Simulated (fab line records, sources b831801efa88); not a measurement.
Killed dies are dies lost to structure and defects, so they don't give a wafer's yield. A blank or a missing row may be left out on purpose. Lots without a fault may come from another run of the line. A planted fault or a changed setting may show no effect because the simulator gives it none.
fab line records | flow sky130
record lots=5 wafers=15 last_day=49
route steps=708 shown METAL5@670 PASSIVATION@681 PAD_OPEN@694
lots that met no fault: from a run of the same line without faults
start_h: hours from the record's first day to the start of the lot's first wafer shown | wait_h: hours since the lot's step before | " the same as in the row above | L1.1+2: a row that stands for several wafers | - no value, or no start given | * or withheld: withheld | < > ~ a bound
route shown NAME@n: a module of which the file shows steps, and the number in the route of the first | usual: mean/standard deviation of fault-free wafers | same: alike in all rows | chamber/n: place in a boat | sites: the reading at each site | _std_site: their standard deviation | _edge_site: outer sites' mean less inner sites' | radius_mm: how far each site lies from the wafer's centre | mask NAME#n: copy n | behind: the tool/chamber that last shaped the wafer | hold: why the lot was held/for how many hours/how that ended | device: the transistor (n, p or np) that didn't switch | end of line: the same wafers' tests at the end of the route | a step without rows: its recipe alone | killed: dies lost to structure and defects at the first sort, not the wafer's yield | map: a wafer's dies, x killed, . not, _ none there
set.NAME: the setting as run; set.NAME@STEP: as run at that earlier step | model.NAME: the simulator's own value behind a step, which no gauge read
lots at some steps of the route; a table a step, a row a wafer
services: from which hour (start_h, from the record's first day; less than 0 if before it) a tool's chamber was out of use, for how many hours, and why
## steps
# step SKY_METAL5_COAT_09
# recipe resist=NOVOLAK spin_rpm=3000 resist_thk_nm=1800
# columns lot.wafer tool chamber start_h wait_h
L077.1+3+5 litho_track-01 0 1038.31 0.1
L080.3+4+6 litho_track-01 0 1054.66 0.1
L081.1+3+5 litho_track-04 0 1062.97 0.1
L086.1+3+5 litho_track-04 0 1091.77 0.1
L087.1+3+6 litho_track-02 0 1117.98 0.1
# step SKY_METAL5_SOFTBAKE_10
# recipe temp_c=90 time_s=60 resist=NOVOLAK
# columns lot.wafer tool chamber start_h wait_h
L077.1+3+5 litho_track-01 0 1038.46 0.1
L080.3+4+6 litho_track-01 0 1054.81 0.1
L081.1+3+5 litho_track-04 0 1063.12 0.1
L086.1+3+5 litho_track-04 0 1091.92 0.1
L087.1+3+6 litho_track-02 0 1118.13 0.1
# step SKY_METAL5_EXPOSE_11
# recipe mask_id=MM5 na=0.6 source_shape=conventional sigma_outer=0.6 polarization=unpolarized target_cd_nm=1600 dose_mj=190
# usual focus_offset_nm=0.0/0.5 stage_vel_mm_s=499.98/0.24
# same na=0.6 sigma_outer=0.6
# columns lot.wafer tool chamber start_h wait_h mask focus_offset_nm stage_vel_mm_s
L077.1 iline_stepper-01 0 - - MM5#0 -0.2 499.45
L077.3 " 0 " " MM5#0 0.1 500.03
L077.5 " 0 " " MM5#0 -0.1 499.69
L080.3 iline_stepper-01 0 - - MM5#0 -0.3 499.94
L080.4 " 0 " " MM5#0 0.0 500.04
L080.6 " 0 " " MM5#0 -0.3 499.95
L081.1 iline_stepper-02 0 - - MM5#0 0.0 499.44
L081.3 " 0 " " MM5#0 0.1 499.69
L081.5 " 0 " " MM5#0 0.2 499.74
L086.1 iline_stepper-02 0 - - MM5#0 0.5 500.24
L086.3 " 0 " " MM5#0 0.5 500.08
L086.5 " 0 " " MM5#0 0.0 500.12
L087.1 iline_stepper-02 0 - - MM5#0 -0.7 500.18
L087.3 " 0 " " MM5#0 -0.4 500.19
L087.6 " 0 " " MM5#0 0.2 499.75
# step SKY_METAL5_PEB_12
# recipe temp_c=withheld time_s=* resist=NOVOLAK
# columns lot.wafer tool chamber start_h wait_h
L077.1+3+5 litho_track-04 0 - -
L080.3+4+6 litho_track-02 0 - -
L081.1+3+5 litho_track-02 0 - -
L086.1+3+5 litho_track-02 0 - -
L087.1+3+6 litho_track-04 0 - -
# step SKY_METAL5_DEVELOP_13
# recipe resist=NOVOLAK developer=TMAH develop_time_s=60 dev_temp_c=23
# columns lot.wafer tool chamber start_h wait_h
L077.1+3+5 litho_track-04 0 1049.02 0.1
L080.3+4+6 litho_track-02 0 1065.33 0.1
L081.1+3+5 litho_track-02 0 1072.78 0.1
L086.1+3+5 litho_track-02 0 1101.88 0.1
L087.1+3+6 litho_track-04 0 1128.02 0.1
# step SKY_METAL5_DESCUM_14
# recipe chemistry=O2 source_power_w=150 bias_power_w=0 pressure_mtorr=10 temp_c=40 time_s=11
# usual drypump_motor_current_A=5.9/0.4 oes_product_au=1.000/0.0081
# columns lot.wafer tool chamber start_h wait_h drypump_motor_current_A oes_product_au rf_hours_counter_h
L077.1 rie_metal-03 0 1049.17 0.1 5.6 0.999 14
L077.3 " 0 " " 5.6 1.001 -
L077.5 " 1 " " 5.4 1.006 -
L080.3 rie_metal-02 1 1065.44 0.1 5.5 1.010 -
L080.4 " 0 " " 6.2 1.000 -
L080.6 " 0 " " 6.2 1.009 -
L081.1 rie_metal-04 1 1072.93 0.1 6.6 1.011 0
L081.3 " 0 " " 5.8 1.000 -
L081.5 " 0 " " 5.8 0.995 -
L086.1 rie_metal-02 0 1102.03 0.1 6.2 1.000 20
L086.3 " 0 " " 6.2 0.991 -
L086.5 " 0 " " 6.2 0.985 -
L087.1 rie_metal-04 0 1128.17 0.1 5.8 0.999 16
L087.3 " 0 " " 5.8 0.986 -
L087.6 " 0 " " 5.8 0.991 -
# step SKY_METAL5_METAL_ETCH_15
# recipe target_depth_a=12600 stop_on=SiO2 over_etch_frac=0.2 time_s=252 chemistry=Cl2/BCl3 resist_sidewall_deg=86 pressure_mtorr=10 icp_w=900 bias_w=48.5 Cl2_flow_sccm=60 bcl3_flow_sccm=30
# usual bcl3_flow_sccm=29.99/0.078 drypump_motor_current_A=5.9/0.4 mfc_cl2_sccm=59.99/0.19 oes_product_au=0.894/0.0049 throttle_valve_pct=22.265/0.0081
# columns lot.wafer tool chamber start_h wait_h bcl3_flow_sccm drypump_motor_current_A mfc_cl2_sccm oes_product_au rf_hours_counter_h throttle_valve_pct
L077.1 rie_metal-03 0 1049.20 0.0 30.07 5.6 59.86 0.898 14 22.264
L077.3 " 0 " " 29.91 5.6 60.17 0.896 - 22.260
L077.5 " 1 " " 29.82 5.4 60.12 0.891 - 22.252
L080.3 rie_metal-02 1 1065.54 0.1 30.11 5.5 59.78 0.892 - 22.261
L080.4 " 0 " " 29.80 6.2 60.46 0.893 - 22.275
L080.6 " 0 " " 29.88 6.2 60.27 0.896 - 22.280
L081.1 rie_metal-04 1 1072.97 0.0 30.04 6.6 59.71 0.896 0 22.261
L081.3 " 0 " " 30.01 5.8 59.88 0.892 - 22.258
L081.5 " 0 " " 30.11 5.8 60.02 0.895 - 22.265
L086.1 rie_metal-02 0 1102.10 0.1 30.05 6.2 59.96 0.898 21 22.261
L086.3 " 0 " " 29.99 6.2 59.97 0.899 - 22.271
L086.5 " 0 " " 30.03 6.2 59.85 0.901 - 22.254
L087.1 rie_metal-04 0 1128.20 0.0 29.92 5.8 59.93 0.894 16 22.270
L087.3 " 0 " " 30.02 5.8 59.76 0.896 - 22.266
L087.6 " 0 " " 29.90 5.8 60.19 0.901 - 22.260
# step SKY_METAL5_STRIP_16
# recipe chemistry=O2/N2 power_w=1400 pressure_mtorr=1500 platen_temp_c=withheld o2_flow_sccm=3000 n2_flow_sccm=300 overash_fraction=0.5
# usual drypump_motor_current_A=5.8/0.46 n2_flow_sccm=299.9/0.9 oes_product_au=0.711/0.0041 strip_time_to_endpoint_s=13.06/0.1
# columns lot.wafer tool chamber start_h wait_h drypump_motor_current_A n2_flow_sccm oes_product_au rf_hours_counter_h strip_time_to_endpoint_s
L077.1 plasma_asher-04 1 1049.44 0.2 5.7 298.3 0.710 61 13.07
L077.3 " 0 " " 5.9 300.2 0.707 - 13.10
L077.5 " 1 " " 5.7 299.0 0.711 - 13.07
L080.3 plasma_asher-01 1 1065.73 0.1 5.2 300.5 0.710 - 13.05
L080.4 " 0 " " 6.1 299.2 0.713 - 13.01
L080.6 " 1 " " 5.2 299.0 0.717 - 13.13
L081.1 plasma_asher-01 0 1073.20 0.2 6.2 299.6 0.713 1 13.14
L081.3 " 1 " " 5.2 299.5 0.708 - 13.15
L081.5 " 1 " " 5.3 299.5 0.714 - 13.18
L086.1 plasma_asher-02 1 1102.57 0.4 6.4 300.0 0.711 30 13.18
L086.3 " 0 " " 5.1 299.0 0.711 - 13.08
L086.5 " 0 " " 5.1 299.3 0.706 - 13.04
L087.1 plasma_asher-02 0 1128.44 0.2 5.1 300.1 0.721 32 13.04
L087.3 " 1 " " 6.4 298.5 0.716 - 13.01
L087.6 " 0 " " 5.1 300.4 0.707 - 13.03
# step SKY_METAL5_STRIP_17
# recipe chemistry=post_etch_residue_remover time_s=1200 temp_c=72.5
# columns lot.wafer tool chamber start_h wait_h
L077.1+3+5 wet_bench-02 2 1049.54 0.1
L080.3+4+6 wet_bench-03 2 1065.80 0.0
L081.1+3+5 wet_bench-03 1 1073.30 0.1
L086.1+3+5 wet_bench-01 0 1102.67 0.1
L087.1+3+6 wet_bench-03 0 1128.54 0.1
# step SKY_METAL5_CLEAN_18
# recipe chemistry=IPA time_s=180 temp_c=25
# columns lot.wafer tool chamber start_h wait_h
L077.1+3+5 wet_bench-03 1 1049.88 0.0
L080.3+4+6 wet_bench-03 1 1066.14 0.0
L081.1+3+5 wet_bench-01 2 1073.64 0.0
L086.1+3+5 wet_bench-03 1 1103.04 0.0
L087.1+3+6 wet_bench-02 1 1128.88 0.0
# step SKY_METAL5_CLEAN_19
# recipe chemistry=O3/DIW dry=n2_spin
# columns lot.wafer tool chamber start_h wait_h
L077.1+3+5 wet_bench-01 1 1049.94 0.0
L080.3+4+6 wet_bench-02 3 1066.20 0.0
L081.1+3+5 wet_bench-03 1 1073.76 0.0
L086.1+3+5 wet_bench-02 0 1103.10 0.0
L087.1+3+6 wet_bench-03 3 1128.94 0.0
# step SKY_PASSIVATION_CVD_00
# recipe material=SiO2 target_thk_nm=90 temp_c=400 time_s=withheld rf_w=600
# usual heater_power_outer_w=422/69 heater_power_w=723/110
# columns lot.wafer tool chamber start_h wait_h heater_power_outer_w heater_power_w
L077.1 pecvd-02 1 1050.03 0.0 438 748
L077.3 " 0 " " 468 773
L077.5 " 0 " " 485 750
L080.3 pecvd-01 1 1066.30 0.0 488 826
L080.4 " 2 " " 409 786
L080.6 " 1 " " 490 836
L081.1 pecvd-01 1 1073.85 0.0 552 941
L081.3 " 2 " " 533 951
L081.5 " 1 " " 566 916
L086.1 pecvd-03 1 1103.19 0.0 374 638
L086.3 " 0 " " 452 697
L086.5 " 1 " " 392 658
L087.1 pecvd-02 2 1129.03 0.0 304 528
L087.3 " 0 " " 524 832
L087.6 " 1 " " 367 668
# step SKY_PASSIVATION_THK_MEAS_01
# recipe reads=SiO2_of_PASSIVATION_CVD_00
# usual PASSIVATION_CVD_00_THK=90.6/1.1
# columns lot.wafer tool chamber start_h wait_h PASSIVATION_CVD_00_THK[nm]
L077.1 film_metro-01 - 1050.17 - 91.1
L077.3 " - " " 92.8
L077.5 " - " " 92.9
L080.3 film_metro-03 - 1066.34 - 88.6
L080.4 " - " " 91.6
L080.6 " - " " 91.0
L081.1 film_metro-03 - 1073.87 - 89.3
L081.3 " - " " 89.6
L081.5 " - " " 89.6
L086.1 film_metro-03 - 1103.23 - 89.1
L086.3 " - " " 89.4
L086.5 " - " " 90.2
L087.1 film_metro-04 - 1129.05 - 89.7
L087.3 " - " " 90.1
L087.6 " - " " 90.8
# step SKY_PASSIVATION_CVD_02
# recipe material=Si3N4 target_thk_nm=540 temp_c=400 time_s=withheld rf_w=450
# usual heater_power_outer_w=487/68 heater_power_w=819/120
# columns lot.wafer tool chamber start_h wait_h heater_power_outer_w heater_power_w
L077.1 pecvd-01 2 1050.23 0.1 571 1045
L077.3 " 1 " " 580 941
L077.5 " 1 " " 604 962
L080.3 pecvd-02 2 1066.38 0.0 332 555
L080.4 " 2 " " 346 571
L080.6 " 0 " " 548 861
L081.1 pecvd-03 1 1073.93 0.1 365 640
L081.3 " 2 " " 430 793
L081.5 " 1 " " 398 683
L086.1 pecvd-01 0 1103.29 0.1 545 837
L086.3 " 1 " " 563 916
L086.5 " 0 " " 553 864
L087.1 pecvd-01 2 1129.11 0.1 560 999
L087.3 " 0 " " 565 867
L087.6 " 2 " " 575 996
# step SKY_PASSIVATION_THK_MEAS_03
# recipe reads=Si3N4_of_PASSIVATION_CVD_02
# usual PASSIVATION_CVD_02_THK=541/5.5
# columns lot.wafer tool chamber start_h wait_h PASSIVATION_CVD_02_THK[nm]
L077.1 film_metro-01 - 1050.46 - 537
L077.3 " - " " 535
L077.5 " - " " 544
L080.3 film_metro-04 - 1066.63 - 541
L080.4 " - " " 551
L080.6 " - " " 548
L081.1 film_metro-04 - 1074.35 - 541
L081.3 " - " " 539
L081.5 " - " " 548
L086.1 film_metro-01 - 1103.51 - 547
L086.3 " - " " 538
L086.5 " - " " 553
L087.1 film_metro-01 - 1129.34 - 537
L087.3 " - " " 542
L087.6 " - " " 542
# step SKY_PASSIVATION_DEHYDRATE_04
# recipe temp_c=200 time_s=60
# columns lot.wafer tool chamber start_h wait_h
L077.1+3+5 litho_track-04 0 1061.07 10.6
L080.3+4+6 litho_track-03 0 1076.06 9.4
L081.1+3+5 litho_track-03 0 1085.11 10.7
L086.1+3+5 litho_track-04 0 1112.77 9.2
L087.1+3+6 litho_track-03 0 1137.66 8.3
# step SKY_PASSIVATION_HMDS_05
# recipe prime_time_s=60 prime_temp_c=120
# columns lot.wafer tool chamber start_h wait_h
L077.1+3+5 litho_track-04 0 1061.22 0.1
L080.3+4+6 litho_track-03 0 1076.21 0.1
L081.1+3+5 litho_track-03 0 1085.26 0.1
L086.1+3+5 litho_track-04 0 1112.92 0.1
L087.1+3+6 litho_track-03 0 1137.81 0.1
# step SKY_PASSIVATION_COAT_06
# recipe spin_rpm=2000 resist_thk_nm=3000
# columns lot.wafer tool chamber start_h wait_h
L077.1+3+5 litho_track-04 0 1061.37 0.1
L080.3+4+6 litho_track-03 0 1076.36 0.1
L081.1+3+5 litho_track-03 0 1085.41 0.1
L086.1+3+5 litho_track-04 0 1113.07 0.1
L087.1+3+6 litho_track-03 0 1137.96 0.1
# step SKY_PASSIVATION_SOFTBAKE_07
# recipe temp_c=110 time_s=withheld
# columns lot.wafer tool chamber start_h wait_h
L077.1+3+5 litho_track-04 0 1061.52 0.1
L080.3+4+6 litho_track-03 0 1076.53 0.1
L081.1+3+5 litho_track-03 0 1085.56 0.1
L086.1+3+5 litho_track-04 0 1113.22 0.1
L087.1+3+6 litho_track-03 0 1138.11 0.1
# step SKY_PASSIVATION_EXPOSE_08
# recipe mask_id=NSM target_cd_nm=3000 na=0.57 dose_mj=260
# usual focus_offset_nm=0.0/0.5 stage_vel_mm_s=499.90/0.26
# same na=0.57
# columns lot.wafer tool chamber start_h wait_h mask focus_offset_nm stage_vel_mm_s
L077.1 iline_stepper-02 0 - - NSM#0 0.0 500.02
L077.3 " 0 " " NSM#0 -1.1 500.05
L077.5 " 0 " " NSM#0 -0.4 500.25
L080.3 iline_stepper-02 0 - - NSM#0 0.0 500.08
L080.4 " 0 " " NSM#0 -0.2 499.77
L080.6 " 0 " " NSM#0 -0.8 499.64
L081.1 iline_stepper-02 0 - - NSM#0 0.2 500.12
L081.3 " 0 " " NSM#0 0.6 500.16
L081.5 " 0 " " NSM#0 0.2 499.98
L086.1 iline_stepper-02 0 - - NSM#0 -0.4 499.82
L086.3 " 0 " " NSM#0 0.8 499.61
L086.5 " 0 " " NSM#0 -0.5 499.52
L087.1 iline_stepper-02 0 - - NSM#0 -0.7 499.99
L087.3 " 0 " " NSM#0 -1.1 499.91
L087.6 " 0 " " NSM#0 -0.4 499.61
# step SKY_PASSIVATION_PEB_09
# recipe temp_c=115 time_s=withheld
# columns lot.wafer tool chamber start_h wait_h
L077.1+3+5 litho_track-02 0 - -
L080.3+4+6 litho_track-04 0 - -
L081.1+3+5 litho_track-04 0 - -
L086.1+3+5 litho_track-03 0 - -
L087.1+3+6 litho_track-02 0 - -
# step SKY_PASSIVATION_DEVELOP_10
# recipe develop_time_s=60 dev_temp_c=23
# columns lot.wafer tool chamber start_h wait_h
L077.1+3+5 litho_track-02 0 - -
L080.3+4+6 litho_track-04 0 - -
L081.1+3+5 litho_track-04 0 - -
L086.1+3+5 litho_track-03 0 - -
L087.1+3+6 litho_track-02 0 - -
# step SKY_PASSIVATION_ETCH_11
# recipe chemistry=CF4/O2 target_depth_nm=725 stop_on=AlCu source_w=800 bias_w=150 pressure_mtorr=150 cf4_flow_sccm=80 O2_flow_sccm=10 time_s=161.1
# usual drypump_motor_current_A=5.6/0.4 oes_product_au=0.979/0.0067 throttle_valve_pct=5.965/0.0095
# columns lot.wafer tool chamber start_h wait_h drypump_motor_current_A oes_product_au rf_hours_counter_h throttle_valve_pct
L077.1 rie_diel-01 2 1071.53 - 5.7 0.979 17 5.986
L077.3 " 3 " " 6.0 0.975 23 5.968
L077.5 " 3 " " 6.0 0.964 - 5.981
L080.3 rie_diel-01 2 1086.57 - 5.8 0.981 17 5.979
L080.4 " 3 " " 6.0 0.983 - 5.962
L080.6 " 2 " " 5.7 0.981 - 5.950
L081.1 rie_diel-01 0 1095.17 - 5.3 0.968 21 5.965
L081.3 " 1 " " 5.7 0.974 17 5.964
L081.5 " 2 " " 5.7 0.984 - 5.971
L086.1 rie_diel-04 0 1122.86 - 5.7 0.980 13 5.963
L086.3 " 1 " " 5.1 0.972 10 5.954
L086.5 " 3 " " 5.9 0.981 - 5.961
L087.1 rie_diel-01 2 1147.73 - 5.7 0.973 20 5.971
L087.3 " 1 " " 5.7 0.977 19 5.973
L087.6 " 0 " " 5.2 0.978 - 5.967
# step SKY_PASSIVATION_STRIP_12
# recipe chemistry=O2/N2 power_w=1400 pressure_mtorr=1500 platen_temp_c=withheld overash_fraction=0.7 o2_flow_sccm=3000 n2_flow_sccm=300
# usual drypump_motor_current_A=5.8/0.46 n2_flow_sccm=300.0/0.94 oes_product_au=0.660/0.0048 strip_time_to_endpoint_s=31.55/0.11
# columns lot.wafer tool chamber start_h wait_h drypump_motor_current_A n2_flow_sccm oes_product_au rf_hours_counter_h strip_time_to_endpoint_s
L077.1 plasma_asher-03 0 1071.64 0.1 5.3 298.1 0.654 99 31.41
L077.3 " 1 " " 6.3 298.5 0.668 - 31.50
L077.5 " 0 " " 5.2 300.1 0.658 - 31.55
L080.3 plasma_asher-03 0 1086.71 0.1 5.2 300.1 0.657 - 31.50
L080.4 " 1 " " 6.3 299.6 0.663 - 31.52
L080.6 " 0 " " 5.2 300.8 0.663 - 31.52
L081.1 plasma_asher-03 1 1095.27 0.1 6.3 299.5 0.659 101 31.68
L081.3 " 1 " " 6.3 300.2 0.659 - 31.72
L081.5 " 0 " " 5.3 299.7 0.655 - 31.61
L086.1 plasma_asher-04 0 1122.97 0.1 5.9 301.5 0.651 68 31.52
L086.3 " 1 " " 5.8 299.5 0.667 - 31.56
L086.5 " 0 " " 5.9 300.7 0.664 - 31.74
L087.1 plasma_asher-03 1 1147.84 0.1 6.3 299.7 0.662 105 31.47
L087.3 " 1 " " 6.2 299.7 0.662 - 31.53
L087.6 " 1 " " 6.3 298.4 0.665 - 31.48
# step SKY_PAD_OPEN_DEHYDRATE_00
# recipe temp_c=200 time_s=60
# columns lot.wafer tool chamber start_h wait_h
L077.1+3+5 litho_track-03 0 1081.36 9.7
L080.3+4+6 litho_track-03 0 1095.46 8.7
L081.1+3+5 litho_track-01 0 1104.86 9.6
L086.1+3+5 litho_track-01 0 1132.21 9.2
L087.1+3+6 litho_track-01 0 1156.11 8.2
# step SKY_PAD_OPEN_HMDS_01
# recipe prime_time_s=60 prime_temp_c=120
# columns lot.wafer tool chamber start_h wait_h
L077.1+3+5 litho_track-03 0 1081.51 0.1
L080.3+4+6 litho_track-03 0 1095.61 0.1
L081.1+3+5 litho_track-01 0 1105.01 0.1
L086.1+3+5 litho_track-01 0 1132.36 0.1
L087.1+3+6 litho_track-01 0 1156.26 0.1
# step SKY_PAD_OPEN_COAT_02
# recipe spin_rpm=2000 resist_thk_nm=3000
# columns lot.wafer tool chamber start_h wait_h
L077.1+3+5 litho_track-03 0 1081.66 0.1
L080.3+4+6 litho_track-03 0 1095.76 0.1
L081.1+3+5 litho_track-01 0 1105.16 0.1
L086.1+3+5 litho_track-01 0 1132.51 0.1
L087.1+3+6 litho_track-01 0 1156.41 0.1
# step SKY_PAD_OPEN_SOFTBAKE_03
# recipe temp_c=110 time_s=withheld
# columns lot.wafer tool chamber start_h wait_h
L077.1+3+5 litho_track-03 0 1081.81 0.1
L080.3+4+6 litho_track-03 0 1095.93 0.1
L081.1+3+5 litho_track-01 0 1105.31 0.1
L086.1+3+5 litho_track-01 0 1132.66 0.1
L087.1+3+6 litho_track-01 0 1156.56 0.1
# step SKY_PAD_OPEN_EXPOSE_04
# recipe mask_id=PDM target_cd_nm=60000 na=0.57 dose_mj=260
# usual focus_offset_nm=0.0/0.45 stage_vel_mm_s=500.09/0.27
# same na=0.57
# columns lot.wafer tool chamber start_h wait_h mask focus_offset_nm stage_vel_mm_s
L077.1 iline_stepper-02 0 - - PDM#0 -0.4 499.89
L077.3 " 0 " " PDM#0 0.7 500.08
L077.5 " 0 " " PDM#0 0.4 500.42
L080.3 iline_stepper-01 0 - - PDM#0 0.3 499.80
L080.4 " 0 " " PDM#0 0.3 500.09
L080.6 " 0 " " PDM#0 -0.3 500.24
L081.1 iline_stepper-01 0 - - PDM#0 0.3 500.45
L081.3 " 0 " " PDM#0 0.4 500.31
L081.5 " 0 " " PDM#0 -0.7 500.30
L086.1 iline_stepper-02 0 - - PDM#0 0.4 500.43
L086.3 " 0 " " PDM#0 -0.2 500.24
L086.5 " 0 " " PDM#0 0.5 499.77
L087.1 iline_stepper-02 0 - - PDM#0 0.1 500.51
L087.3 " 0 " " PDM#0 0.7 500.02
L087.6 " 0 " " PDM#0 0.3 500.11
# step SKY_PAD_OPEN_PEB_05
# recipe temp_c=115 time_s=withheld
# columns lot.wafer tool chamber start_h wait_h
L077.1+3+5 litho_track-01 0 - -
L080.3+4+6 litho_track-03 0 - -
L081.1+3+5 litho_track-04 0 - -
L086.1+3+5 litho_track-04 0 - -
L087.1+3+6 litho_track-01 0 - -
# step SKY_PAD_OPEN_DEVELOP_06
# recipe develop_time_s=60 dev_temp_c=23
# columns lot.wafer tool chamber start_h wait_h
L077.1+3+5 litho_track-01 0 - -
L080.3+4+6 litho_track-03 0 - -
L081.1+3+5 litho_track-04 0 - -
L086.1+3+5 litho_track-04 0 - -
L087.1+3+6 litho_track-01 0 - -
# step SKY_PAD_OPEN_ETCH_07
# recipe chemistry=CF4/O2 target_depth_nm=725 stop_on=AlCu source_w=800 bias_w=150 pressure_mtorr=150 cf4_flow_sccm=80 O2_flow_sccm=10 time_s=161.1
# usual drypump_motor_current_A=5.7/0.43 oes_product_au=0.979/0.0066 throttle_valve_pct=5.964/0.0095
# columns lot.wafer tool chamber start_h wait_h drypump_motor_current_A oes_product_au rf_hours_counter_h throttle_valve_pct
L077.1 rie_diel-04 3 1092.31 - 5.9 0.976 28 5.974
L077.3 " 2 " " 6.2 0.973 16 5.966
L077.5 " 3 " " 5.9 0.978 - 5.969
L080.3 rie_diel-03 3 1106.96 - 5.8 0.980 28 5.944
L080.4 " 2 " " 6.0 0.984 19 5.979
L080.6 " 1 " " 5.0 0.986 - 5.957
L081.1 rie_diel-04 1 1115.27 - 5.1 0.976 10 5.962
L081.3 " 2 " " 6.2 0.977 17 5.959
L081.5 " 0 " " 5.7 0.980 - 5.960
L086.1 rie_diel-01 3 1140.72 - 6.1 0.989 26 5.967
L086.3 " 0 " " 5.3 0.980 22 5.960
L086.5 " 0 " " 5.3 0.992 - 5.949
L087.1 rie_diel-04 1 1165.76 - 5.1 0.983 12 5.958
L087.3 " 0 " " 5.8 0.978 15 5.966
L087.6 " 2 " " 6.2 0.979 - 5.978
# step SKY_PAD_OPEN_STRIP_08
# recipe chemistry=O2/N2 power_w=1400 pressure_mtorr=1500 platen_temp_c=withheld overash_fraction=0.7 o2_flow_sccm=3000 n2_flow_sccm=300
# usual drypump_motor_current_A=5.7/0.41 n2_flow_sccm=300.1/0.81 oes_product_au=0.663/0.0042 strip_time_to_endpoint_s=37.07/0.11
# columns lot.wafer tool chamber start_h wait_h drypump_motor_current_A n2_flow_sccm oes_product_au rf_hours_counter_h strip_time_to_endpoint_s
L077.1 plasma_asher-03 1 1092.42 0.1 6.3 300.5 0.661 101 37.09
L077.3 " 1 " " 6.3 301.4 0.661 - 37.17
L077.5 " 0 " " 5.3 299.9 0.661 - 37.03
L080.3 plasma_asher-03 0 1107.10 0.1 5.2 299.9 0.662 - 36.97
L080.4 " 1 " " 6.3 300.1 0.667 - 37.09
L080.6 " 0 " " 5.2 299.4 0.666 - 36.97
L081.1 plasma_asher-03 1 1115.37 0.1 6.3 300.3 0.661 103 37.14
L081.3 " 1 " " 6.3 301.5 0.660 - 37.02
L081.5 " 0 " " 5.2 299.6 0.665 - 37.01
L086.1 plasma_asher-04 0 1140.82 0.1 5.9 301.3 0.671 70 36.90
L086.3 " 0 " " 5.9 301.5 0.664 - 36.96
L086.5 " 1 " " 5.7 299.4 0.664 - 36.99
L087.1 plasma_asher-01 1 1165.87 0.1 5.2 300.0 0.662 10 37.08
L087.3 " 1 " " 5.2 299.4 0.666 - 37.10
L087.6 " 1 " " 5.2 301.2 0.658 - 37.03
# step SKY_PAD_OPEN_STRIP_09
# recipe chemistry=post_etch_residue_remover time_s=1200 temp_c=72.5
# columns lot.wafer tool chamber start_h wait_h
L077.1+3+5 wet_bench-02 2 1092.52 0.1
L080.3+4+6 wet_bench-04 3 1107.17 0.0
L081.1+3+5 wet_bench-04 2 1115.47 0.1
L086.1+3+5 wet_bench-01 2 1140.92 0.1
L087.1+3+6 wet_bench-02 1 1166.00 0.1
# step SKY_PAD_OPEN_CLEAN_10
# recipe chemistry=IPA time_s=180 temp_c=25
# columns lot.wafer tool chamber start_h wait_h
L077.1+3+5 wet_bench-04 0 1092.86 0.0
L080.3+4+6 wet_bench-04 3 1107.54 0.0
L081.1+3+5 wet_bench-02 3 1115.88 0.0
L086.1+3+5 wet_bench-02 1 1141.27 0.0
L087.1+3+6 wet_bench-04 2 1166.39 0.0
# step SKY_PAD_OPEN_CLEAN_11
# recipe chemistry=O3/DIW dry=n2_spin
# columns lot.wafer tool chamber start_h wait_h
L077.1+3+5 wet_bench-02 3 1092.92 0.0
L080.3+4+6 wet_bench-01 1 1107.60 0.0
L081.1+3+5 wet_bench-04 0 1115.94 0.0
L086.1+3+5 wet_bench-04 1 1141.38 0.0
L087.1+3+6 wet_bench-04 0 1166.45 0.0
# step SKY_PAD_OPEN_ANNEAL_12
# recipe temp_c=400 time_s=withheld ambient=N2/H2 idle_temp_c=300 ramp_up_c_per_min=8 ramp_down_c_per_min=4
# usual zone_power_bottom_pct=6.69/0.075
# columns lot.wafer tool chamber start_h wait_h zone_power_bottom_pct
L077.1 furnace-01 0 1093.01 0.0 6.77
L077.3 " 0 " " 6.75
L077.5 " 0 " " 6.68
L080.3 furnace-02 0 1107.70 0.0 6.69
L080.4 " 0 " " 6.59
L080.6 " 0 " " 6.70
L081.1 furnace-01 0 1116.05 0.0 6.80
L081.3 " 0 " " 6.62
L081.5 " 0 " " 6.89
L086.1 furnace-02 0 1141.47 0.0 6.60
L086.3 " 0 " " 6.68
L086.5 " 0 " " 6.66
L087.1 furnace-01 0 1166.54 0.0 6.63
L087.3 " 0 " " 6.74
L087.6 " 0 " " 6.61
# step SKY_PAD_OPEN_BOW_MEAS_13
# recipe mode=bow
# usual PAD_OPEN_BOW=46/8.7
# columns lot.wafer tool chamber start_h wait_h PAD_OPEN_BOW[um]
L077.1 film_metro-01 - 1094.51 - 44
L077.3 " - " " 52
L077.5 " - " " 37
L080.3 film_metro-02 - 1109.24 - 41
L080.4 " - " " 52
L080.6 " - " " 40
L081.1 film_metro-01 - 1117.56 - 35
L081.3 " - " " 44
L081.5 " - " " 36
L086.1 film_metro-01 - 1142.97 - 35
L086.3 " - " " 44
L086.5 " - " " 52
L087.1 film_metro-02 - 1168.04 - 40
L087.3 " - " " 58
L087.6 " - " " 47
## services
# columns tool chamber start_h hours kind
furnace-01 - 1015.55 9.5 repair
iline_stepper-02 - 1016.06 1.7 pm
pecvd-02 1 1018.74 10.4 repair
rie_diel-04 0 1019.98 5.1 repair
rie_diel-01 0 1053.17 3.2 repair
plasma_asher-01 - 1055.25 9.0 pm
rie_diel-04 2 1058.62 10.3 repair
rie_diel-01 2 1062.97 3.5 repair
rie_diel-01 0 1068.06 8.0 repair
rie_diel-04 1 1078.67 5.6 repair
iline_stepper-01 - 1082.43 2.1 pm
iline_stepper-01 - 1084.52 1.7 pm
rie_diel-01 1 1085.73 6.5 repair
rie_diel-01 1 1096.48 4.0 repair
rie_metal-02 - 1118.64 2.6 repair
plasma_asher-03 - 1125.95 10.0 pm
pecvd-02 - 1130.33 26.2 repair
iline_stepper-01 - 1131.26 4.4 pm
pecvd-01 - 1134.64 0.9 repair
rie_metal-04 - 1137.05 1.4 pm
plasma_asher-03 - 1153.10 1.7 repair
iline_stepper-01 - 1156.91 9.3 repair
rie_diel-01 3 1164.61 7.5 repair
wet_bench-03 - 1165.58 1.8 repair
## key
fault none
